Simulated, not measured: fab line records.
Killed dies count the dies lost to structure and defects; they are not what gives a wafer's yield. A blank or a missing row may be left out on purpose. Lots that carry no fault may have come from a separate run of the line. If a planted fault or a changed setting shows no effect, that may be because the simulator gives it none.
One fault through the eyes of 2 desks / flow gf180mcu / every desk sees just its own numbers, and what lay behind them comes last

TOOL OWNER'S DESK, implanter-03
The tool's own readings at GF_VT_IMPLANT_IMPLANT_19: means of the sampled wafers that have a number, for each lot that ran on this tool. The brackets show how far a lot's mean lies from the usual mean; more than 4 standard deviations puts the lot out of limits, marked OUT.
Columns: A = dose_ions_cm2 at GF_VT_IMPLANT_IMPLANT_19, usual 4.349e+12; B = faraday_current_uA at GF_VT_IMPLANT_IMPLANT_19, usual 24.5
lot=L505; first seen here=day 6 12:39; A=4.344e+12; B=23.9
lot=L508; first seen here=day 7 08:11; A=4.345e+12; B=24.5
lot=L515; first seen here=day 9 03:43; A=5.103e+12 (+99 or more) OUT; B=29.1 (+10) OUT
lot=L516; first seen here=day 9 11:46; A=5.108e+12 (+99 or more) OUT; B=28.6 (+9.0) OUT
lot=L526; first seen here=day 11 23:08; A=4.346e+12; B=24.2
This desk's finding: out of limits on L515, L516; first on L515, day 9 03:43 (dose_ions_cm2 at GF_VT_IMPLANT_IMPLANT_19). In limits: L505, L508, L526.

METROLOGY DESK
Lot by lot, what the gauges showed, no matter which tool ran the lot: averages of those sampled wafers that carry a number. The brackets show how far a lot's mean lies from the usual mean; more than 4 standard deviations puts the lot out of limits, marked OUT.
Columns: A = VT_IMPLANT_2_TW at GF_VT_IMPLANT_TW_MEAS_21, usual 1220; B = PSD_TW at GF_PSD_TW_MEAS_11, usual 3197
lot=L504; first seen here=day 6 06:36; A=1227; B=3187
lot=L505; first seen here=day 6 12:54; A=1222; B=3191
lot=L507; first seen here=day 7 01:08; A=1223; B=3191
lot=L508; first seen here=day 7 08:26; A=1212; B=3200
lot=L509; first seen here=day 7 12:55; A=1229; B=3216
lot=L515; first seen here=day 9 03:58; A=1278 (+8.3) OUT; B=3213
lot=L516; first seen here=day 9 12:01; A=1283 (+9.0) OUT; B=3196
lot=L518; first seen here=day 9 22:59; A=1215; B=3169
lot=L522; first seen here=day 11 01:06; A=1212; B=3195
lot=L524; first seen here=day 11 15:56; A=1227; B=3184
lot=L525; first seen here=day 11 20:16; A=1213; B=3208
lot=L526; first seen here=day 11 23:23; A=1219; B=3168
lot=L527; first seen here=day 12 09:36; A=1225; B=3192
This desk's finding: out of limits on L515, L516; first on L515, day 9 03:58 (VT_IMPLANT_2_TW at GF_VT_IMPLANT_TW_MEAS_21). In limits: L504, L505, L507, L508, L509, L518, L522, L524, L525, L526, L527.

ALL TOGETHER
An alarm could have come from the tool owner's desk at day 9 03:43, on L515, L516.
The metrology desk could have raised an alarm at day 9 03:58, on L515, L516.
The lots listed all ran GF_VT_IMPLANT_IMPLANT_19 on implanter-03.

WHAT THE SIMULATOR PUT IN
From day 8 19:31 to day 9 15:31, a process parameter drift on implanter-03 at GF_VT_IMPLANT_IMPLANT_19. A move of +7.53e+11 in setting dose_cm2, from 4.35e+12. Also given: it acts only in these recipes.
Lots struck among those shown: L515, L516.
Time in hours from fault onset to the first out-of-limits reading at each desk: tool owner's desk 8, metrology desk 8.
